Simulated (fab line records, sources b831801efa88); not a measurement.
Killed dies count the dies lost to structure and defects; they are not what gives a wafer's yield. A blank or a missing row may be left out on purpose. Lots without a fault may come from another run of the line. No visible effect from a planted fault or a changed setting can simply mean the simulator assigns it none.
fab line records ; flow gf180mcu
record: lots: 14; wafers: 42; last_day: 34
route steps=602 shown LVPWELL@63 VT_IMPLANT@119 DUAL_GATE@144 CONTACT@313
lots with no fault: from the same line, run without faults
start_h: hours from the record's first day to the start of the lot's first wafer shown ; wait_h: hours elapsed since this lot's preceding step ; " unchanged from the row above ; L1.1+2: one row covering several wafers at once ; - either no value or no given start ; * or withheld: withheld ; < > ~ a bound
route shown NAME@n: names a module that has steps shown in the file, with the first one's number in the route ; usual: average and standard deviation across the fault-free wafers ; same: alike in all rows ; chamber/n: place in a boat ; sites: the reading at each site ; _std_site: the standard deviation of these ; _edge_site: mean of outer sites minus mean of inner sites ; radius_mm: how far each site lies from the wafer's centre ; mask NAME#n: copy n ; behind: the most recent tool/chamber to have shaped the wafer ; hold: what put the lot on hold/how long, in hours/how the hold closed ; device: which transistor (n, p or np) failed to switch ; end of line: at the end of the route, the tests of the same wafers ; for a step that has no rows: nothing shown but its recipe ; killed: dies lost to structure and defects at the first sort, not the wafer's yield ; map: dies across one wafer; x = killed, . = not, _ = none there
set.NAME: setting as actually run; set.NAME@STEP: the setting as run at that earlier step ; model.NAME: the simulator's own value behind a step, which no gauge read
the route's steps for a sample of lots (tables are steps, rows are wafers)
services: a tool's chamber out of use, with start hour (start_h, from the record's first day; less than 0 if before it), hours out, and reason
== steps ==
step: GF_LVPWELL_IMPLANT_09
recipe: species: B; energy_kev: 60; dose_cm2: 5e+12; tilt_deg: 0
usual: dose_ions_cm2: 5e+12/5.6e+09; faraday_current_uA: 28.2/0.6
lot.wafer;tool;chamber;start_h;wait_h;dose_ions_cm2;faraday_current_uA
L994.1;implanter-01;0;68.03;0.1;4.994e+12;28.4
L994.2;implanter-01;0;68.03;0.1;4.99e+12;28.9
L994.5;implanter-01;0;68.03;0.1;4.996e+12;28.1
L995.2;implanter-04;0;75.51;0.1;5.007e+12;29.5
L995.3;implanter-04;0;75.51;0.1;5.007e+12;29.0
L995.6;implanter-04;0;75.51;0.1;5.005e+12;27.9
L996.3;implanter-03;0;79.93;0.1;4.996e+12;27.9
L996.4;implanter-03;0;79.93;0.1;4.998e+12;28.6
L996.5;implanter-03;0;79.93;0.1;5e+12;28.1
L997.1;implanter-01;0;84.49;0.1;5.002e+12;28.5
L997.2;implanter-01;0;84.49;0.1;5.008e+12;26.9
L997.4;implanter-01;0;84.49;0.1;5.007e+12;28.0
L998.2;implanter-01;0;91.56;0.1;5.004e+12;27.2
L998.3;implanter-01;0;91.56;0.1;5.005e+12;28.8
L998.6;implanter-01;0;91.56;0.1;5.003e+12;28.4
L999.1;implanter-04;0;94.48;0.1;5.002e+12;28.3
L999.4;implanter-04;0;94.48;0.1;5.006e+12;28.0
L999.5;implanter-04;0;94.48;0.1;5.001e+12;27.3
L101.1;implanter-03;0;108.04;0.1;4.998e+12;27.7
L101.3;implanter-03;0;108.04;0.1;5.001e+12;29.0
L101.5;implanter-03;0;108.04;0.1;5.006e+12;28.1
L103.2;implanter-03;0;118.70;0.1;6.009e+12;33.7
L103.3;implanter-03;0;118.70;0.1;6.002e+12;33.6
L103.5;implanter-03;0;118.70;0.1;6.006e+12;33.6
L106.1;implanter-04;0;136.53;0.1;5.005e+12;27.7
L106.2;implanter-04;0;136.53;0.1;5.006e+12;28.3
L106.6;implanter-04;0;136.53;0.1;4.997e+12;27.5
L107.1;implanter-03;0;142.99;0.1;6.02e+12;34.2
L107.3;implanter-03;0;142.99;0.1;6.016e+12;33.7
L107.5;implanter-03;0;142.99;0.1;6.01e+12;34.5
L112.3;implanter-04;0;172.79;0.1;4.997e+12;28.4
L112.4;implanter-04;0;172.79;0.1;4.998e+12;28.0
L112.5;implanter-04;0;172.79;0.1;5.003e+12;27.7
L115.1;implanter-01;0;187.13;0.1;5.008e+12;27.8
L115.2;implanter-01;0;187.13;0.1;5.002e+12;28.6
L115.4;implanter-01;0;187.13;0.1;5.005e+12;28.5
L116.1;implanter-04;0;193.28;0.1;5.002e+12;28.6
L116.2;implanter-04;0;193.28;0.1;5e+12;28.2
L116.3;implanter-04;0;193.28;0.1;4.999e+12;28.5
L117.1;implanter-03;0;198.78;0.1;5.002e+12;28.5
L117.4;implanter-03;0;198.78;0.1;4.995e+12;27.8
L117.6;implanter-03;0;198.78;0.1;5.005e+12;29.2
step: GF_VT_IMPLANT_OVL_MEAS_29
usual: VT_IMPLANT_02_OVL: 0.0/1.5
lot.wafer;tool;chamber;start_h;wait_h;VT_IMPLANT_02_OVL[nm]
L994.1;overlay-02;-;139.35;0.1;-0.9
L994.2;overlay-02;-;139.35;0.1;-1.0
L994.5;overlay-02;-;139.35;0.1;-0.6
L995.2;overlay-02;-;147.75;0.1;2.3
L995.3;overlay-02;-;147.75;0.1;1.4
L995.6;overlay-02;-;147.75;0.1;2.4
L996.3;overlay-01;-;153.51;0.1;0.0
L996.4;overlay-01;-;153.51;0.1;0.4
L996.5;overlay-01;-;153.51;0.1;0.0
L997.1;overlay-02;-;159.10;0.1;0.7
L997.2;overlay-02;-;159.10;0.1;0.0
L997.4;overlay-02;-;159.10;0.1;0.6
L998.2;overlay-02;-;166.40;0.1;-0.3
L998.3;overlay-02;-;166.40;0.1;0.7
L998.6;overlay-02;-;166.40;0.1;0.2
L999.1;overlay-01;-;172.10;0.1;-0.2
L999.4;overlay-01;-;172.10;0.1;-1.1
L999.5;overlay-01;-;172.10;0.1;-1.6
L101.1;overlay-02;-;187.04;0.1;2.4
L101.3;overlay-02;-;187.04;0.1;4.1
L101.5;overlay-02;-;187.04;0.1;3.2
L103.2;overlay-01;-;198.85;0.1;-0.6
L103.3;overlay-01;-;198.85;0.1;0.5
L103.5;overlay-01;-;198.85;0.1;0.5
L106.1;overlay-01;-;220.90;0.1;0.8
L106.2;overlay-01;-;220.90;0.1;0.8
L106.6;overlay-01;-;220.90;0.1;0.4
L107.1;overlay-02;-;228.44;0.1;-0.3
L107.3;overlay-02;-;228.44;0.1;-1.1
L107.5;overlay-02;-;228.44;0.1;0.3
L112.3;overlay-01;-;263.90;0.1;-1.5
L112.4;overlay-01;-;263.90;0.1;-0.8
L112.5;overlay-01;-;263.90;0.1;-2.0
L115.1;overlay-01;-;281.35;0.1;-1.8
L115.2;overlay-01;-;281.35;0.1;-2.0
L115.4;overlay-01;-;281.35;0.1;-1.9
L116.1;overlay-02;-;288.59;0.1;-0.2
L116.2;overlay-02;-;288.59;0.1;0.3
L116.3;overlay-02;-;288.59;0.1;-0.1
L117.1;overlay-01;-;294.89;0.1;-2.2
L117.4;overlay-01;-;294.89;0.1;-1.5
L117.6;overlay-01;-;294.89;0.1;-2.5
step: GF_VT_IMPLANT_RS_MEAS_48
recipe: thk_meas_gauge: four-point-probe
usual: LVPWELL_RS: 1197/3.2
lot.wafer;tool;chamber;start_h;wait_h;LVPWELL_RS[ohm/sq]
L994.1;film_metro-04;-;155.59;0.1;1200
L994.2;film_metro-04;-;155.59;0.1;1198
L994.5;film_metro-04;-;155.59;0.1;1198
L995.2;film_metro-01;-;164.21;0.1;1196
L995.3;film_metro-01;-;164.21;0.1;1197
L995.6;film_metro-01;-;164.21;0.1;1196
L996.3;film_metro-04;-;169.78;0.1;1194
L996.4;film_metro-04;-;169.78;0.1;1193
L996.5;film_metro-04;-;169.78;0.1;1192
L997.1;film_metro-02;-;175.93;0.1;1197
L997.2;film_metro-02;-;175.93;0.1;1196
L997.4;film_metro-02;-;175.93;0.1;1197
L998.2;film_metro-02;-;184.20;0.1;1193
L998.3;film_metro-02;-;184.20;0.1;1197
L998.6;film_metro-02;-;184.20;0.1;1196
L999.1;film_metro-01;-;190.03;0.1;1200
L999.4;film_metro-01;-;190.03;0.1;1204
L999.5;film_metro-01;-;190.03;0.1;1201
L101.1;film_metro-04;-;205.28;0.1;1195
L101.3;film_metro-04;-;205.28;0.1;1198
L101.5;film_metro-04;-;205.28;0.1;1196
L103.2;film_metro-04;-;217.70;0.1;1155
L103.3;film_metro-04;-;217.70;0.1;1157
L103.5;film_metro-04;-;217.70;0.1;1156
L106.1;film_metro-04;-;240.08;0.1;1197
L106.2;film_metro-04;-;240.08;0.1;1198
L106.6;film_metro-04;-;240.08;0.1;1199
L107.1;film_metro-02;-;248.09;0.1;1155
L107.3;film_metro-02;-;248.09;0.1;1156
L107.5;film_metro-02;-;248.09;0.1;1156
L112.3;film_metro-01;-;284.67;0.1;1196
L112.4;film_metro-01;-;284.67;0.1;1198
L112.5;film_metro-01;-;284.67;0.1;1196
L115.1;film_metro-02;-;302.43;0.1;1194
L115.2;film_metro-02;-;302.43;0.1;1189
L115.4;film_metro-02;-;302.43;0.1;1194
L116.1;film_metro-04;-;310.18;0.1;1192
L116.2;film_metro-04;-;310.18;0.1;1194
L116.3;film_metro-04;-;310.18;0.1;1194
L117.1;film_metro-04;-;317.02;0.1;1200
L117.4;film_metro-04;-;317.02;0.1;1196
L117.6;film_metro-04;-;317.02;0.1;1202
step: GF_DUAL_GATE_THK_MEAS_03
recipe: reads: SiO2_of_DUAL_GATE_OXIDATION_02
usual: DUAL_GATE_OXIDATION_00_THK: 10.96/0.19
lot.wafer;tool;chamber;start_h;wait_h;DUAL_GATE_OXIDATION_00_THK[nm]
L994.1;film_metro-04;-;158.85;0.0;11.04
L994.2;film_metro-04;-;158.85;0.0;11.06
L994.5;film_metro-04;-;158.85;0.0;11.06
L995.2;film_metro-03;-;166.06;0.0;11.00
L995.3;film_metro-03;-;166.06;0.0;11.04
L995.6;film_metro-03;-;166.06;0.0;11.03
L996.3;film_metro-04;-;171.64;0.0;11.28
L996.4;film_metro-04;-;171.64;0.0;11.18
L996.5;film_metro-04;-;171.64;0.0;11.20
L997.1;film_metro-04;-;178.07;0.0;10.98
L997.2;film_metro-04;-;178.07;0.0;10.72
L997.4;film_metro-04;-;178.07;0.0;10.74
L998.2;film_metro-02;-;186.05;0.0;11.06
L998.3;film_metro-02;-;186.05;0.0;10.98
L998.6;film_metro-02;-;186.05;0.0;11.11
L999.1;film_metro-03;-;192.98;0.0;10.78
L999.4;film_metro-03;-;192.98;0.0;10.66
L999.5;film_metro-03;-;192.98;0.0;10.78
L101.1;film_metro-02;-;207.41;0.0;10.99
L101.3;film_metro-02;-;207.41;0.0;11.18
L101.5;film_metro-02;-;207.41;0.0;11.04
L103.2;film_metro-02;-;220.50;0.0;11.24
L103.3;film_metro-02;-;220.50;0.0;11.13
L103.5;film_metro-02;-;220.50;0.0;11.38
L106.1;film_metro-04;-;243.25;0.0;10.91
L106.2;film_metro-04;-;243.25;0.0;11.04
L106.6;film_metro-04;-;243.25;0.0;10.85
L107.1;film_metro-04;-;250.33;0.0;10.83
L107.3;film_metro-04;-;250.33;0.0;10.72
L107.5;film_metro-04;-;250.33;0.0;10.74
L112.3;film_metro-04;-;287.07;0.0;10.96
L112.4;film_metro-04;-;287.07;0.0;10.92
L112.5;film_metro-04;-;287.07;0.0;10.98
L115.1;film_metro-04;-;304.31;0.0;11.47
L115.2;film_metro-04;-;304.31;0.0;11.33
L115.4;film_metro-04;-;304.31;0.0;11.35
L116.1;film_metro-02;-;312.06;0.0;10.80
L116.2;film_metro-02;-;312.06;0.0;10.88
L116.3;film_metro-02;-;312.06;0.0;10.68
L117.1;film_metro-03;-;319.49;0.0;10.58
L117.4;film_metro-03;-;319.49;0.0;10.71
L117.6;film_metro-03;-;319.49;0.0;10.66
step: GF_CONTACT_THK_MEAS_26
recipe: thk_meas_gauge: xrf; reads: W_of_CONTACT_CVD_24
usual: CONTACT_W_THK: 298/3.3
lot.wafer;tool;chamber;start_h;wait_h;CONTACT_W_THK[nm]
L994.1;film_metro-02;-;364.93;0.1;294
L994.2;film_metro-02;-;364.93;0.1;296
L994.5;film_metro-02;-;364.93;0.1;301
L995.2;film_metro-04;-;373.14;0.1;299
L995.3;film_metro-04;-;373.14;0.1;299
L995.6;film_metro-04;-;373.14;0.1;298
L996.3;film_metro-04;-;380.65;0.1;300
L996.4;film_metro-04;-;380.65;0.1;297
L996.5;film_metro-04;-;380.65;0.1;299
L997.1;film_metro-01;-;389.84;0.1;298
L997.2;film_metro-01;-;389.84;0.1;301
L997.4;film_metro-01;-;389.84;0.1;298
L998.2;film_metro-01;-;401.69;0.1;304
L998.3;film_metro-01;-;401.69;0.1;300
L998.6;film_metro-01;-;401.69;0.1;298
L999.1;film_metro-02;-;411.84;0.1;300
L999.4;film_metro-02;-;411.84;0.1;302
L999.5;film_metro-02;-;411.84;0.1;300
L101.1;film_metro-02;-;429.68;0.1;299
L101.3;film_metro-02;-;429.68;0.1;302
L101.5;film_metro-02;-;429.68;0.1;298
L103.2;film_metro-02;-;445.75;0.1;302
L103.3;film_metro-02;-;445.75;0.1;297
L103.5;film_metro-02;-;445.75;0.1;294
L106.1;film_metro-02;-;475.88;0.1;302
L106.2;film_metro-02;-;475.88;0.1;301
L106.6;film_metro-02;-;475.88;0.1;298
L107.1;film_metro-04;-;487.43;0.1;294
L107.3;film_metro-04;-;487.43;0.1;295
L107.5;film_metro-04;-;487.43;0.1;298
L112.3;film_metro-02;-;530.70;0.1;298
L112.4;film_metro-02;-;530.70;0.1;298
L112.5;film_metro-02;-;530.70;0.1;297
L115.1;film_metro-01;-;546.98;0.1;299
L115.2;film_metro-01;-;546.98;0.1;299
L115.4;film_metro-01;-;546.98;0.1;297
L116.1;film_metro-02;-;556.48;0.1;293
L116.2;film_metro-02;-;556.48;0.1;295
L116.3;film_metro-02;-;556.48;0.1;296
L117.1;film_metro-04;-;567.23;0.1;298
L117.4;film_metro-04;-;567.23;0.1;303
L117.6;film_metro-04;-;567.23;0.1;295
== services ==
tool;chamber;start_h;hours;kind
implanter-01;-;77.15;4.1;repair
implanter-01;-;112.21;4.6;pm
implanter-03;-;171.27;2.9;pm
implanter-03;-;179.49;10.4;pm
implanter-01;-;198.74;10.1;repair
== key ==
first_sign: step: GF_LVPWELL_IMPLANT_09; reading: dose_ions_cm2; direction: up; sigmas: 99+; usual: 5e+12; struck: 6.01e+12
effect: step: GF_LVPWELL_IMPLANT_09; reading: faraday_current_uA; direction: up; sigmas: 9.4; usual: 28.2; struck: 33.9
effect: step: GF_VT_IMPLANT_RS_MEAS_48; reading: LVPWELL_RS; direction: down; sigmas: 13; usual: 1197; struck: 1156
met_at GF_LVPWELL_IMPLANT_09
struck_lots L103,L107
tester_left_out L103,L107
not_acting_at GF_VT_IMPLANT_OVL_MEAS_29,GF_DUAL_GATE_THK_MEAS_03,GF_CONTACT_THK_MEAS_26
onset_between 108.04 118.70
fault: kind: process_parameter_drift; tool: implanter-03; chamber: -; onset_h: 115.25; steps: GF_LVPWELL_IMPLANT_09; channel: dose_cm2; offset: 1.0056e+12; shape: step; end_h: 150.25; acts_in: these_recipes_only; stated: 5e+12
tester_left_out: of these lots the tester's yield and bins aren't shown, on N5 and GAA mostly nor the transistor test; their killed dies are dies lost to structure and defects alone, not to doping, threshold or leakage, so they don't give the yield
